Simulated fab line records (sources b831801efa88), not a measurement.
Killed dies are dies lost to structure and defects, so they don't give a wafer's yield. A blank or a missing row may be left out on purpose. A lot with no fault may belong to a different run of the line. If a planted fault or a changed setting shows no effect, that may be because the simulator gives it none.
Problem report, 8D (eight disciplines) form, completed by code ; flow gf180mcu ; the parts of the form that need people (team, actions taken, sign-off) are left out

== 1. WHAT WENT WRONG ==
On 2 wafers of 1 lot, heater_power_total_W at GF_V4_PEB_12 has a mean of 88.28 W; fault-free wafers read 85.70 W, standard deviation 0.079. That is +33 standard deviations from the usual mean.
The step: peb time 90 s.
Seen first at day 30 00:07 on litho_track-02, wafer L845.1. The record holds 39 wafers of 13 lots with a number at this step. Rule for "out", or "out of limits": more than 4 standard deviations from the usual mean. All remaining wafers that have a number are taken as sound.

== 2. WHAT THIS IS AND IS NOT ==
question;is;is not
which readings at this step;heater_power_total_W;-
which lots;L845;L828, L830, L831, L834, L836, L837, L838, L839, L840, L841, L844, L851
which wafers of those lots;L845.1, L845.2;L845.4
read on which tools;litho_track-02;litho_track-01, litho_track-04
when;from day 30 00:07;"up to then (34 sound wafers); but 3 sound wafers of L851 came after"

== 3. SUSPECTS, AND WHAT RULES EACH OUT ==
Counting: if a tool at a process step up to the reading ran every lot that is out, it stays a suspect. Sound lots after the first of them don't rule it out here, since some wafers of a struck lot are sound.
- litho_track-02 at GF_V4_PEB_12 (peb time 90 s): kept. It ran the lot that is out, L845 (day 30 00:07); its last sound lot up to then is L841 (day 28 19:16). Out on those wafers are its own readings of heater_power_total_W.
After counting, what remains is litho_track-02 at GF_V4_PEB_12.

== 4. THE CAUSE (what the simulator had put in) ==
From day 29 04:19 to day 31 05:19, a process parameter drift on litho_track-02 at GF_V4_PEB_12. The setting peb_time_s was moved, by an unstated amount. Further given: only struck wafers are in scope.
The count eliminated every tool but this one.

== 5. THE CHAIN OF EFFECTS, in route order ==
One row per reading whose mean, taken over the struck wafers that have a number, lies over 3 standard deviations from the usual. Readings are gone through only where the record gives a usual standard deviation; hours: the median, over the lots, of the time from a lot's start at the first step in this table giving one to that lot's start at this step; sigmas: the change measured in usual standard deviations.
hours;step;reading;usual;on struck wafers;change;sigmas
0;GF_V4_PEB_12;heater_power_total_W;85.70 W;88.28;+2.58;+33
Here are the process steps it includes:
- GF_V4_PEB_12: peb time 90 s.
Later steps that measure or inspect, where all struck wafers having a row at the step show a number for every such reading and not one has moved that far: GF_V4_RS_MEAS_24.

== 6. HOW IT WOULD HAVE BEEN CAUGHT EARLIER ==
In this record no reading fell out of limits until day 30 00:07, 20 hours after the fault had begun at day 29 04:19.
